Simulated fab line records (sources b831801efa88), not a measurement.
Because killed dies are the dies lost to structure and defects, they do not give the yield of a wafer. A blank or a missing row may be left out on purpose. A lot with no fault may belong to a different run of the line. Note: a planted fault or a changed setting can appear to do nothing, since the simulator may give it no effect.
Code-filled problem report in 8D (eight disciplines) form    flow gf180mcu    the parts of the form that need people (team, actions taken, sign-off) are left out

## 1. THE ISSUE
chamber_pressure_pa at GF_TOP_METAL_SPUTTER_03 reads a mean of 0.2490 Pa on 6 wafers of 2 lots; wafers without a fault read 0.3001 Pa with a standard deviation of 0.00063. That is -81 standard deviations from the usual mean.
The step: material Ti, target thk 5 nm, time 3.3 s.
First seen on wafer L335.1, day 30 16:47, on pvd_sputter-04. The record has a number at this step for 30 wafers belonging to 10 lots. Rule for "out", or "out of limits": more than 4 standard deviations from the usual mean. All remaining wafers that have a number are taken as sound.

## 2. WHAT IT IS AND WHAT IT IS NOT
question                     is                      is not
which readings at this step  chamber_pressure_pa     -
which lots                   L335, L336              L324, L325, L326, L327, L328, L330, L342, L346
which wafers of those lots   all that have a number  -
read on which tools          pvd_sputter-04          pvd_sputter-01, pvd_sputter-03
when                         from day 30 16:47       up to then (18 sound wafers); but 6 sound wafers of L342, L346 came after

## 3. THE SUSPECTS, EACH WITH WHAT RULES IT OUT
Counting: a tool at a process step up to the reading stays a suspect if it ran every lot that is out and no sound lot after the first of them.
- pvd_sputter-04 at GF_TOP_METAL_SPUTTER_03 (material Ti, target thk 5 nm, time 3.3 s): kept. Every lot that is out went through it, starting with L335 (day 30 16:47), and after that it ran no sound lot; the last sound lot it ran before then is L328 (day 28 12:15). On those wafers its own readings are out: chamber_pressure_pa.
The count leaves pvd_sputter-04 at GF_TOP_METAL_SPUTTER_03.

## 4. THE CAUSE (what the simulator had put in)
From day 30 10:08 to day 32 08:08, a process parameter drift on pvd_sputter-04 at GF_TOP_METAL_SPUTTER_03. Setting chamber_pressure_pa shifted by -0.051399 from 0.3. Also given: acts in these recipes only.
Only this tool survived the counting.

## 5. THE EFFECT CHAIN, in route order
Each row: a reading whose mean over the struck wafers that have a number lies more than 3 standard deviations from the usual. Only readings whose record carries a usual standard deviation are examined. hours: median over the lots of the time between each lot's start at the first step of this table that gives one and its start at this step. sigmas: the change, counted in usual standard deviations.
hours  step                     reading              usual      on struck wafers  change   sigmas
0      GF_TOP_METAL_SPUTTER_03  chamber_pressure_pa  0.3001 Pa  0.2490            -0.0511  -81
Here are the process steps it includes:
- GF_TOP_METAL_SPUTTER_03: material Ti, target thk 5 nm, time 3.3 s.
Later steps that measure or inspect, where all struck wafers having a row at the step show a number for every such reading and not one has moved that far: GF_PASSIVATION_THK_MEAS_01.

## 6. WHAT WOULD HAVE CAUGHT IT SOONER
7 hours passed between the start of the fault at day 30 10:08 and the first reading out of limits in this record, taken at day 30 16:47.
